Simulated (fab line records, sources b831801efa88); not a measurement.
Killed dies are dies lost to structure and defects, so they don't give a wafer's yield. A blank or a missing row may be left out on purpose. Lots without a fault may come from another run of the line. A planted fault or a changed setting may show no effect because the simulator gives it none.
Chamber matching | flow gf180mcu | GF_V3_ETCH_16 on rie_diel-02: 4 sister chambers
The step etches BARC in N2/H2. 14 wafers are shown with their chamber, then 7 later ones without.

WAFERS WITH THEIR CHAMBER
wafer  | chamber | drypump_motor_current_A (A) | throttle_valve_pct (%) | bias_w (W)
L075.1 | 2       | 6.2                         | 13.236                 | 103.52
L075.2 | 1       | 5.3                         | 13.226                 | 103.58
L075.3 | 3       | 5.9                         | 13.230                 | 102.94
L078.2 | 0       | 5.7                         | 13.220                 | 103.76
L078.3 | 2       | 6.2                         | 13.230                 | 103.29
L078.5 | 2       | 6.2                         | 13.213                 | 103.49
L087.1 | 3       | 5.9                         | 13.223                 | 103.50
L087.2 | 1       | 5.3                         | 13.241                 | 103.72
L087.6 | 0       | 5.7                         | 13.221                 | 104.14
L088.1 | 3       | 5.9                         | 13.230                 | 103.69
L088.2 | 0       | 5.7                         | 13.210                 | 103.54
L088.5 | 3       | 5.9                         | 13.222                 | 103.93
L090.1 | 2       | 6.3                         | 13.227                 | 103.65
L090.2 | 0       | 5.7                         | 13.215                 | 103.92

SIGNATURES (means of the wafers above)
reading                 | chamber 0 | chamber 1 | chamber 2 | chamber 3 | scatter within a chamber
drypump_motor_current_A | 5.700     | 5.300     | 6.225     | 5.900     | 0.0274
throttle_valve_pct      | 13.21650  | 13.23350  | 13.22650  | 13.22625  | 0.00729
bias_w                  | 103.8400  | 103.6500  | 103.4875  | 103.5150  | 0.283
Rule: a wafer's distance from a chamber is the root of the sum, over the readings, of the square of ((its reading less the chamber's mean) divided by the reading's scatter). The wafer belongs to the nearest chamber; if the next one is less than 2 further off, it can't be placed. The scatter: the root of (the sum of the squares of (reading less its chamber's mean) over the shown wafers, divided by (wafers less chambers)).

WAFERS WITHOUT THEIR CHAMBER
wafer  | drypump_motor_current_A (A) | throttle_valve_pct (%) | bias_w (W)
L090.6 | 5.9                         | 13.224                 | 103.63
L094.2 | 5.7                         | 13.247                 | 103.70
L094.4 | 5.3                         | 13.222                 | 104.12
L094.6 | 5.9                         | 13.241                 | 103.64
L097.2 | 5.3                         | 13.208                 | 104.05
L097.5 | 5.7                         | 13.206                 | 102.76
L097.6 | 5.9                         | 13.232                 | 103.72

WHICH CHAMBER EACH WENT THROUGH
wafer  | from the rows above | in truth
L090.6 | 3                   | 3
L094.2 | 0                   | 0
L094.4 | 1                   | 1
L094.6 | 3                   | 3
L097.2 | 1                   | 1
L097.5 | 0                   | 0
L097.6 | 3                   | 3
Placed correctly: 7 of 7. Can't be placed from these rows: 0. Placed wrongly: 0.
